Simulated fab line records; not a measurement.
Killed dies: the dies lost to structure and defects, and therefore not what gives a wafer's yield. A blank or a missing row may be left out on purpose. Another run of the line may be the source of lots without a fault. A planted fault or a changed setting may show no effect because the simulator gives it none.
2 desks looking at one fault + flow gf180mcu + every desk sees just its own numbers, and what lay behind them comes last

## TOOL OWNER'S DESK, plasma_asher-04
The tool's own readings at GF_VT_IMPLANT_STRIP_42 (strips in O2/N2): means of the sampled wafers that have a number, for each lot that ran on this tool. A lot is out of limits, marked OUT, if its mean lies more than 4 standard deviations from the usual mean; the brackets give that distance.
Columns: A = drypump_motor_current_A at GF_VT_IMPLANT_STRIP_42, usual 5.8 A; B = heater_power_w at GF_VT_IMPLANT_STRIP_42, usual 321 W; C = o2_flow_sccm at GF_VT_IMPLANT_STRIP_42, usual 2998 sccm; D = oes_product_au at GF_VT_IMPLANT_STRIP_42, usual 0.717 a.u.; E = strip_time_to_endpoint_s at GF_VT_IMPLANT_STRIP_42, usual 12.62 s
| lot  | first seen here | A   | B   | C    | D     | E     |
|------|-----------------|-----|-----|------|-------|-------|
| L173 | day 9 03:30     | 5.7 | 325 | 3003 | 0.719 | 12.65 |
| L175 | day 10 00:12    | 5.6 | 320 | 2995 | 0.715 | 12.60 |
| L176 | day 10 00:48    | 5.7 | 329 | 2996 | 0.714 | 12.66 |
| L178 | day 10 10:23    | 5.7 | 327 | 2996 | 0.718 | 12.65 |
This desk found nothing out of limits on any of the 4 lots.

## AT THE METROLOGY DESK
What the gauges read for every lot (on any tool): the sampled wafers with a number, averaged. A lot is out of limits, marked OUT, if its mean lies more than 4 standard deviations from the usual mean; the brackets give that distance.
Columns: A = PASSIVATION_CVD_02_THK at GF_PASSIVATION_THK_MEAS_03, usual 701 nm
| lot  | first seen here | A   |
|------|-----------------|-----|
| L168 | day 27 13:50    | 704 |
| L169 | day 27 22:27    | 696 |
| L172 | day 29 06:13    | 703 |
| L173 | day 29 13:43    | 698 |
| L175 | day 30 05:44    | 699 |
| L176 | day 30 08:55    | 696 |
| L178 | day 30 15:16    | 698 |
| L183 | day 32 04:35    | 695 |
| L184 | day 32 07:41    | 708 |
| L186 | day 32 19:32    | 700 |
| L187 | day 33 02:23    | 708 |
| L190 | day 33 19:19    | 696 |
| L191 | day 34 03:39    | 706 |
This desk found nothing out of limits on any of the 13 lots.

## PUT TOGETHER
The tool owner's desk saw nothing out of limits.
At the metrology desk, nothing out of limits was observed.

## WHAT THE SIMULATOR PUT IN
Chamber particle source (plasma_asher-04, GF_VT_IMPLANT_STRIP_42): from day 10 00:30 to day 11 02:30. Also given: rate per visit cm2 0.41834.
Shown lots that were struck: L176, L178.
